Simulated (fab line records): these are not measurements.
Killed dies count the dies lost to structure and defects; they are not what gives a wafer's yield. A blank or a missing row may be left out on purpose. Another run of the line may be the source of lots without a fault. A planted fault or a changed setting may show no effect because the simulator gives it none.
Which tool was responsible? + flow gf180mcu + 39 wafers from 13 lots sampled at 3 of the route's 602 steps

== WHAT EACH GAUGE READ, for each wafer ==
GF_TOP_METAL_OVL_MEAS_15. Usual: for TOP_METAL_OVL the level is 0.5 nm and the standard deviation is 1.1.
| lot  | measured     | on         | TOP_METAL_OVL (nm) | flag |
|------|--------------|------------|--------------------|------|
| L906 | day 28 07:01 | overlay-02 | 0.7 1.2 1.2        |      |
| L907 | day 28 14:46 | overlay-02 | -1.3 -0.8 0.1      |      |
| L908 | day 28 19:10 | overlay-01 | -1.1 0.2 0.1       |      |
| L909 | day 29 07:32 | overlay-02 | 0.0 0.8 -0.5       |      |
| L911 | day 30 02:31 | overlay-02 | 1.0 2.2 1.0        |      |
| L912 | day 30 07:52 | overlay-01 | -0.1 0.1 0.3       |      |
| L914 | day 30 18:58 | overlay-01 | -0.4 0.8 1.6       |      |
| L915 | day 31 09:43 | overlay-01 | 1.5 1.7 0.5        |      |
| L918 | day 31 21:31 | overlay-02 | 0.1 -0.5 0.0       |      |
| L919 | day 32 01:21 | overlay-01 | -0.6 1.1 1.9       |      |
| L920 | day 32 12:22 | overlay-02 | -0.1 1.4 0.7       |      |
| L921 | day 32 13:00 | overlay-01 | 0.4 -2.7 0.1       |      |
| L927 | day 34 03:34 | overlay-02 | 2.2 2.2 1.4        |      |

== WHICH TOOL RAN EACH LOT (tool, then ch and the chambers of the sampled wafers, then the start) ==
| lot  | GF_STI_ETCH_13                    | GF_V5_CVD_02                    |
|------|-----------------------------------|---------------------------------|
| L906 | rie diel-02 ch 0,2,3, day 2 08:08 | pecvd-02 ch 0,1,2, day 26 11:47 |
| L907 | rie diel-02 ch 0,2, day 2 11:05   | pecvd-03 ch 0,1, day 26 20:17   |
| L908 | rie diel-01 ch 0,2,3, day 2 16:05 | pecvd-03 ch 0,1,2, day 27 01:26 |
| L909 | rie diel-01 ch 1,2,3, day 2 21:56 | pecvd-01 ch 1,2, day 27 14:05   |
| L911 | rie diel-02 ch 0,1,2, day 3 08:32 | pecvd-02 ch 0,1, day 28 10:36   |
| L912 | rie diel-01 ch 1,2,3, day 3 13:53 | pecvd-03 ch 0,1,2, day 28 16:16 |
| L914 | rie diel-01 ch 2,3, day 4 00:44   | pecvd-02 ch 0,2, day 29 04:25   |
| L915 | rie diel-01 ch 1,2,3, day 4 09:38 | pecvd-02 ch 0,1,2, day 29 20:50 |
| L918 | rie diel-01 ch 1,2, day 4 20:44   | pecvd-02 ch 0,2, day 30 06:52   |
| L919 | rie diel-03 ch 0,1, day 5 02:21   | pecvd-01 ch 0,2, day 30 12:22   |
| L920 | rie diel-01 ch 1,2,3, day 5 07:29 | pecvd-01 ch 0,1,2, day 31 00:10 |
| L921 | rie diel-01 ch 1,2,3, day 5 11:47 | pecvd-03 ch 0,2, day 31 00:52   |
| L927 | rie diel-02 ch 0,2,3, day 6 18:44 | pecvd-02 ch 0,1,2, day 32 17:36 |
- GF_STI_ETCH_13: etches the open film in CHF3/O2, stops on Si, target depth 282.31 nm, time 112.9 s.
- GF_V5_CVD_02: deposits SiO2 from TEOS, target thk 1450 nm, time 163.28 s.

== AS READ BY THE TOOLS THEMSELVES (means over the sampled wafers that have a number; for cases with no such wafer, the mark the record gives instead) ==
GF_STI_ETCH_13. Usual: drypump motor current A 5.8 A, standard deviation 0.3; oes product au 0.836 a.u., standard deviation 0.0071; rf fwd power W 596.6 W, standard deviation 2.2; throttle valve pct 8.811 %, standard deviation 0.0092.
| lot  | tool        | drypump motor current A (A) | oes product au (a.u.) | rf fwd power W (W) | throttle valve pct (%) | flag |
|------|-------------|-----------------------------|-----------------------|--------------------|------------------------|------|
| L906 | rie diel-02 | 5.9                         | 0.839                 | 597.3              | 8.810                  |      |
| L907 | rie diel-02 | 5.9                         | 0.834                 | 597.2              | 8.807                  |      |
| L908 | rie diel-01 | 5.8                         | 0.834                 | 597.0              | 8.810                  |      |
| L909 | rie diel-01 | 5.6                         | 0.846                 | 595.5              | 8.810                  |      |
| L911 | rie diel-02 | 6.0                         | 0.838                 | 598.3              | 8.814                  |      |
| L912 | rie diel-01 | 5.6                         | 0.836                 | 597.1              | 8.809                  |      |
| L914 | rie diel-01 | 5.5                         | 0.821                 | 596.3              | 8.816                  |      |
| L915 | rie diel-01 | 5.6                         | 0.839                 | 595.2              | 8.805                  |      |
| L918 | rie diel-01 | 5.4                         | 0.845                 | 596.5              | 8.808                  |      |
| L919 | rie diel-03 | 5.5                         | 0.834                 | 597.0              | 8.809                  |      |
| L920 | rie diel-01 | 5.6                         | 0.842                 | 596.2              | 8.816                  |      |
| L921 | rie diel-01 | 5.6                         | 0.831                 | 598.1              | 8.805                  |      |
| L927 | rie diel-02 | 5.9                         | 0.846                 | 595.5              | 8.820                  |      |

GF_V5_CVD_02. Usual: heater power w 613 W, standard deviation 97; rf fwd power W 597.5 W, standard deviation 2.2.
| lot  | tool     | heater power w (W) | rf fwd power W (W) | flag |
|------|----------|--------------------|--------------------|------|
| L906 | pecvd-02 | 656                | 598.8              |      |
| L907 | pecvd-03 | 567                | 598.8              |      |
| L908 | pecvd-03 | 528                | 597.4              |      |
| L909 | pecvd-01 | 593                | 597.0              |      |
| L911 | pecvd-02 | 640                | 596.7              |      |
| L912 | pecvd-03 | 581                | 597.3              |      |
| L914 | pecvd-02 | 714                | 596.1              |      |
| L915 | pecvd-02 | 638                | 598.8              |      |
| L918 | pecvd-02 | 754                | 599.4              |      |
| L919 | pecvd-01 | 575                | 597.3              |      |
| L920 | pecvd-01 | 607                | 596.9              |      |
| L921 | pecvd-03 | 588                | 597.8              |      |
| L927 | pecvd-02 | 606                | 598.1              |      |

== THE ANSWER, worked out from the rows above alone ==
Rule: a lot is off if the mean of its wafers that have a number lies more than 3 standard deviations from the usual mean. Also off: a lot with no number at a reading for which 4 or more lots have one. Where the step has rows for the other lots, those lots are counted as sound. After the gauges, taken in route order, come the tools' own readings; for these a lot's mean is taken, as printed above. The first step at which some lot is off is used, and at that step the reading that is off furthest; a lot without a number counts as furthest.
None of the lots is off at any reading shown; this tells nothing.

== WHAT THE SIMULATOR PUT IN ==
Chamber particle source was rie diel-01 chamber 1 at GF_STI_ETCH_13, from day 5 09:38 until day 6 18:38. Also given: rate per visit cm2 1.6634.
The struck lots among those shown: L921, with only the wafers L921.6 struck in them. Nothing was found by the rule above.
